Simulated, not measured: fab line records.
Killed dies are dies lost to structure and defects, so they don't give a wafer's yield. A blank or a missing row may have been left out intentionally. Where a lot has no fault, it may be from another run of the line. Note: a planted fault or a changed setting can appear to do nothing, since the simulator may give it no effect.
Struck lot and sound lot, side by side + flow sky130 + 22 steps out of a route of 708
Sound: wafers L636.2, L636.3, L636.4. Wafers L644.1, L644.3, L644.5 were the ones struck. The cause is named last.
At each step with rows: each side's tool, then ch and its chambers, then its first start. Under that, the readings that differ: sound wafers + struck wafers + difference of the means + sigmas: that difference in standard deviations of wafers without a fault.
alike: readings whose means differ by less than 2 such deviations, and words and numbers that are the same on both sides. not compared: withheld readings, readings that some wafer has no value for, bounds like >300 that may hide the same value, and numbers for which the record gives no deviation and whose values overlap.
The two part at a step that has a row with sigmas, a row that says differs or no value, or rows on one side only. When numbers do not overlap yet have no deviation, they are printed without sigmas and do not part them. A reading missing from all wafers of one side parts the sides only when that side holds two or more wafers.

SKY_POLY_GATE_THK_MEAS_21:
  sound on film-metro-03 at day 16 23:20; struck on film-metro-01 at day 20 06:50
  alike: POLY_GATE_OXIDATION_THK
SKY_POLY_GATE_CD_MEAS_22:
  sound on cd-sem-01 at day 16 23:25; struck on cd-sem-01 at day 20 06:53
  alike: cd-nm
then, 7 steps without rows for these wafers: SKY_LDD_N_DEHYDRATE_00 (time 60 s); SKY_LDD_N_HMDS_01 (prime time 60 s); SKY_LDD_N_COAT_02 (resist thk 300 nm); SKY_LDD_N_SOFTBAKE_03 (time 60 s); SKY_LDD_N_EXPOSE_04 (exposes mask NTM, target cd 840 nm); SKY_LDD_N_PEB_05; SKY_LDD_N_DEVELOP_06 (develop time 60 s).
SKY_LDD_N_OVL_MEAS_07:
  sound on overlay-01 at day 18 05:03; struck on overlay-01 at day 21 13:44
| reading        | sound          | struck      | difference | sigmas |
|----------------|----------------|-------------|------------|--------|
| LDD_N_OVL (nm) | -1.6 -1.9 -1.6 | 1.8 3.3 1.1 | +3.8       | +3     |
then, 2 steps without rows for these wafers: SKY_LDD_N_IMPLANT_08; SKY_LDD_N_IMPLANT_09.
SKY_LDD_N_IMPLANT_10:
  sound on implanter-03 ch 0, day 18 05:24; struck on implanter-03 ch 0, day 21 14:23
  alike: beam-energy-keV
then, 5 steps without rows for these wafers: SKY_LDD_N_IMPLANT_11; SKY_LDD_N_IMPLANT_12; SKY_LDD_N_IMPLANT_13; SKY_LDD_N_IMPLANT_14; SKY_LDD_N_IMPLANT_15.
SKY_LDD_N_STRIP_16: strips in O2/N2.
  sound on plasma-asher-04 ch 0,1, day 18 06:17; struck on plasma-asher-01 ch 0,1, day 21 15:17
| reading                      | sound             | struck            | difference | sigmas |
|------------------------------|-------------------|-------------------|------------|--------|
| strip-time-to-endpoint-s (s) | 4.322 4.325 4.310 | 4.509 4.527 4.503 | +0.194     | +16    |
  alike: drypump-motor-current-A, oes-product-au
  not compared: rf-hours-counter-h
SKY_LDD_N_TW_MEAS_17:
  sound on film-metro-03 at day 18 06:23; struck on film-metro-03 at day 21 15:36
| reading  | sound          | struck         | difference | sigmas |
|----------|----------------|----------------|------------|--------|
| LDD_N_TW | 2625 2625 2602 | 2735 2742 2733 | +119       | +4     |
then, 1 step without rows for these wafers: SKY_LDD_P_DEHYDRATE_00 (time 60 s).
-- here the record skips 27 days between the struck wafers' starts before and after, leaving off in module LDD_P and picking up in module PAD_OPEN (first step shown: number 708 of the route) --
SKY_PAD_OPEN_PROBE_99:
  sound on prober-01 at day 46 02:08; struck on prober-01 at day 48 07:41
| reading                                    | sound                | struck               | difference | sigmas |
|--------------------------------------------|----------------------|----------------------|------------|--------|
| model.etest.tip-n.rs-ohm-sq                | 436.7 440.5 435      | 387.7 387.7 388.2    | -49.5      |        |
| model.etest.nfet_01v8_swapped.vt-sat-v (V) | 0.6495 0.6576 0.6466 | 0.6401 0.6446 0.6412 | -0.0093    |        |
  alike: killed_at_M0_to_M3, killed_at_M4_up, killed-at-contacts, killed-at-front-end, killed-at-other, killed-dies, killed-open, killed-short
  not compared: model.etest.nfet_01v8_turned.vt-sat-v

== WHERE THEY PART ==
At SKY_LDD_N_OVL_MEAS_07 first; at SKY_LDD_N_TW_MEAS_17 last (within this record only). Later steps at which nothing parts them and some readings are alike: SKY_PAD_OPEN_PROBE_99.

WHY: whatever the simulator had introduced
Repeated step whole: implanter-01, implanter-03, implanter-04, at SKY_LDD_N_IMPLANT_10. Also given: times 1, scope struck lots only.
